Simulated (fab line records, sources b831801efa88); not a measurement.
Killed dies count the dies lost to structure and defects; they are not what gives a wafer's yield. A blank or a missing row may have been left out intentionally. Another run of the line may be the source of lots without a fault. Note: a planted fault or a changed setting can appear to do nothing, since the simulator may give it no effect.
The tool behind it: which one? ; flow gf180mcu ; Sampling: 12 lots, 36 wafers, 6 of 602 route steps

== WHAT THE GAUGES READ, wafer by wafer ==
GF_M3_RS_MEAS_05: measurement is done with a four-point probe.
lot;measured;on;M3_ALCU_RS (ohm/sq)
L915;day 20 19:01;film metro-03;0.0696 0.0691 0.0698
L916;day 21 01:14;film metro-03;0.0680 0.0687 0.0687
L917;day 21 15:14;film metro-03;0.0700 0.0709 0.0706
L918;day 22 05:59;film metro-04;0.0698 0.0701 0.0708
L923;day 23 15:33;film metro-04;0.0675 0.0684 0.0678
L924;day 23 23:50;film metro-03;0.0721 0.0722 0.0721
L925;day 24 11:30;film metro-04;0.0706 0.0698 0.0711
L926;day 24 17:07;film metro-03;0.0694 0.0701 0.0689
L930;day 26 04:16;film metro-03;0.0705 0.0691 0.0701
L933;day 27 02:55;film metro-02;0.0703 0.0699 0.0704
L934;day 27 12:02;film metro-02;0.0696 0.0694 0.0696
L937;day 28 06:17;film metro-02;0.0703 0.0697 0.0703

GF_V3_THK_MEAS_01.
lot;measured;on;V3_CVD_00_THK (nm)
L915;day 21 20:35;film metro-03;598 605 602
L916;day 22 02:29;film metro-04;608 597 593
L917;day 22 15:55;film metro-04;594 588 601
L918;day 23 06:34;film metro-03;599 596 593
L923;day 24 15:31;film metro-04;612 607 609
L924;day 24 22:59;film metro-04;610 611 606
L925;day 25 09:12;film metro-03;1205 1205 1233
L926;day 25 18:54;film metro-04;1213 1208 1207
L930;day 27 02:22;film metro-03;611 612 598
L933;day 28 00:02;film metro-03;615 613 617
L934;day 28 09:01;film metro-03;613 606 612
L937;day 29 02:10;film metro-03;611 614 608

GF_V3_THK_MEAS_03.
lot;measured;on;V3_CVD_02_THK (nm)
L915;day 21 20:43;film metro-04;832 838 874
L916;day 22 02:37;film metro-03;853 834 870
L917;day 22 16:02;film metro-03;834 835 856
L918;day 23 06:42;film metro-01;829 866 839
L923;day 24 15:38;film metro-04;862 869 872
L924;day 24 23:08;film metro-04;868 843 872
L925;day 25 09:20;film metro-04;851 864 841
L926;day 25 19:05;film metro-03;845 856 853
L930;day 27 02:30;film metro-04;846 884 863
L933;day 28 00:10;film metro-04;829 850 839
L934;day 28 09:08;film metro-03;832 847 856
L937;day 29 02:18;film metro-04;825 865 860

GF_V3_BOW_MEAS_05.
lot;measured;on;V3_BOW (um)
L915;day 21 21:05;film metro-03;114 113 115
L916;day 22 03:02;film metro-01;123 111 129
L917;day 22 16:24;film metro-01;136 144 129
L918;day 23 07:04;film metro-01;135 136 120
L923;day 24 16:20;film metro-04;103 109 124
L924;day 25 00:37;film metro-03;101 109 126
L925;day 25 09:41;film metro-04;141 151 158
L926;day 25 19:27;film metro-03;137 149 131
L930;day 27 02:53;film metro-03;102 95 103
L933;day 28 00:41;film metro-04;97 113 100
L934;day 28 09:30;film metro-03;114 115 116
L937;day 29 02:41;film metro-03;120 99 118

== WHICH TOOL RAN EACH LOT (tool, then ch and the chambers of the sampled wafers, then the start) ==
lot;GF_M3_SPUTTER_02;GF_V3_CVD_00
L915;pvd sputter-01, day 20 18:55;hdpcvd-02 ch 0,1, day 21 20:30
L916;pvd sputter-01, day 21 01:08;hdpcvd-01 ch 0,1,2, day 22 02:24
L917;pvd sputter-03, day 21 15:09;hdpcvd-01 ch 0,1, day 22 15:50
L918;pvd sputter-01, day 22 05:51;hdpcvd-01 ch 0,2, day 23 06:30
L923;pvd sputter-01, day 23 15:28;hdpcvd-02 ch 0,2, day 24 15:24
L924;pvd sputter-03, day 23 23:42;hdpcvd-02 ch 0,1, day 24 22:53
L925;pvd sputter-03, day 24 11:25;hdpcvd-02 ch 0,1, day 25 08:53
L926;pvd sputter-03, day 24 17:01;hdpcvd-02 ch 0,2, day 25 15:59
L930;pvd sputter-03, day 26 04:08;hdpcvd-01 ch 0,2, day 27 02:17
L933;pvd sputter-01, day 27 02:50;hdpcvd-01 ch 1,2, day 27 23:58
L934;pvd sputter-01, day 27 11:56;hdpcvd-02 ch 1,2, day 28 08:56
L937;pvd sputter-01, day 28 06:09;hdpcvd-02 ch 0,1,2, day 29 02:05
- GF_M3_SPUTTER_02: material AlCu, target thk 450 nm, time 23.9 s.
- GF_V3_CVD_00: deposits SiO2, target thk 600 nm, time 100 s.

== AS READ BY THE TOOLS THEMSELVES (means over the sampled wafers that have a number; for cases with no such wafer, the mark the record gives instead) ==
GF_M3_SPUTTER_02.
lot;tool;cathode dc power W (W);throttle valve pct (%)
L915;pvd sputter-01;10601;30.5
L916;pvd sputter-01;10601;30.0
L917;pvd sputter-03;10600;30.6
L918;pvd sputter-01;10599;29.9
L923;pvd sputter-01;10600;30.4
L924;pvd sputter-03;10599;31.4
L925;pvd sputter-03;10601;30.9
L926;pvd sputter-03;10600;30.7
L930;pvd sputter-03;10599;31.3
L933;pvd sputter-01;10601;30.4
L934;pvd sputter-01;10601;30.0
L937;pvd sputter-01;10600;30.4

GF_V3_CVD_00.
lot;tool;pressure mtorr (mTorr)
L915;hdpcvd-02;6.001
L916;hdpcvd-01;6.002
L917;hdpcvd-01;6.013
L918;hdpcvd-01;6.008
L923;hdpcvd-02;5.990
L924;hdpcvd-02;5.999
L925;hdpcvd-02;5.999
L926;hdpcvd-02;6.005
L930;hdpcvd-01;5.986
L933;hdpcvd-01;5.991
L934;hdpcvd-02;5.989
L937;hdpcvd-02;5.998

== THE ANSWER, worked out from the rows above alone ==
Rule: the lots themselves supply what counts as usual. The widest of any qualifying gaps counts: lots, ordered by their means at a reading, are off when they make up no more than a third of the lots, leave a main group of 4 or more, and stand apart from it by 3 or more times the standard deviation of that group's means. Not used: any main group whose means are identical at the precision the tables above print for the reading. Also off: a lot with no number at a reading for which 4 or more lots have one. Where the step has rows for the other lots, those lots are counted as sound. After the gauges, taken in route order, come the tools' own readings; for these a lot's mean is taken, as printed above. At the first step where some lot is off, the reading lying furthest off is the one used; lots without a number count as furthest.
Off: L925, L926, at GF_V3_THK_MEAS_01 (V3_CVD_00_THK). Mean 605 nm and standard deviation 6.6 in the main group.
A tool fits if, at a process step before that reading, it ran every lot that is off, and no sound lot after the first of them. The gauges at GF_V3_THK_MEAS_01 are tried like those tools. None of those tried fits.

== WHAT THE SIMULATOR HAD PUT IN ==
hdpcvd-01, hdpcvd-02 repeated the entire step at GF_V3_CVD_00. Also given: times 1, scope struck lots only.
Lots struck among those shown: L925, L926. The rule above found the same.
